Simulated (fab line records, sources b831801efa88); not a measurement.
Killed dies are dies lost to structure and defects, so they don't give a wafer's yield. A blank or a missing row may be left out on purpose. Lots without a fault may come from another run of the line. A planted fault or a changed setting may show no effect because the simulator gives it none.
Problem report in the 8D (eight disciplines) form, filled by code | flow gf180mcu | the parts of the form that need people (team, actions taken, sign-off) are left out

1. THE PROBLEM
V3_W_RS at GF_V3_RS_MEAS_24 reads a mean of 0.377 ohm/sq on 3 wafers of 2 lots; wafers without a fault read 0.329 ohm/sq with a standard deviation of 0.0038. That is +13 standard deviations from the usual mean.
The step: measures by four-point-probe.
First seen on wafer L966.2, day 29 13:04, on film_metro-01. The record holds 36 wafers of 12 lots with a number at this step. Rule for "out", or "out of limits": more than 4 standard deviations from the usual mean. The other wafers with a number count as sound.

2. WHAT IT IS AND WHAT IT IS NOT
question                    | is                           | is not
which readings at this step | V3_W_RS                      | -
which lots                  | L965, L966                   | L944, L945, L946, L948, L949, L950, L953, L954, L955, L956
which wafers of those lots  | L965.4, L966.2, L966.3       | L965.3, L965.5, L966.6
read on which gauges        | film_metro-01, film_metro-04 | film_metro-02
when                        | from day 29 13:04            | up to then (31 sound wafers); but 2 sound wafers of L965 came after

3. SUSPECTS, AND WHAT RULES EACH OUT
Counting: a tool at a process step up to the reading stays a suspect if it ran every lot that is out. Sound lots after the first of them don't rule it out here, since some wafers of a struck lot are sound.
- the gauge at GF_V3_RS_MEAS_24: ruled out. The wafers that are out were read on 2 gauges (film_metro-01, film_metro-04).
- cvd_w-02 at GF_V3_CVD_23 (deposits W, target thk 350 nm, time 104.9 s): kept. It ran every lot that is out, first L966 (day 29 12:56); its last sound lot up to then is L955 (day 26 17:25).
- Within cvd_w-02 at GF_V3_CVD_23: the wafers that are out ran in chamber 1; their sound lot-mates ran in chamber 0.
Left after counting: cvd_w-02 at GF_V3_CVD_23.

4. THE CAUSE (what the simulator had put in)
Site profile drift: cvd_w-02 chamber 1, from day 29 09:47 on, at GF_V3_CVD_23. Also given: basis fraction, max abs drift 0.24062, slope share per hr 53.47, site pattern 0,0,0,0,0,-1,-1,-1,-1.
Counting left only this tool.

5. THE CHAIN OF EFFECTS, in route order
Each row: a reading whose mean over the struck wafers that have a number lies more than 3 standard deviations from the usual. Only readings for which the record gives a usual standard deviation are gone through. hours: the time from each lot's start at the first step in this table that gives one to its start at this step, as a median over the lots. sigmas: the change in usual standard deviations.
hours | step              | reading  | usual        | on struck wafers | change | sigmas
0     | GF_V3_RS_MEAS_24  | V3_W_RS  | 0.329 ohm/sq | 0.377            | +0.048 | +13
0     | GF_V3_THK_MEAS_25 | V3_W_THK | 345 nm       | 306              | -39    | -7.7

6. WHAT WOULD HAVE CAUGHT IT SOONER
In this record the first reading out of limits at a measuring or inspecting step was taken at day 29 13:04, 3 hours after the fault began at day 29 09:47.
Of the tool readings at GF_V3_CVD_23 for which the record gives a usual standard deviation, none was out on any struck wafer, so an alarm limit of 4 standard deviations on them would not have fired.
Of the lots that are out (2), L965 began GF_V3_CVD_23 on cvd_w-02 after day 29 13:04. A hold on the tool at that time would have spared it.
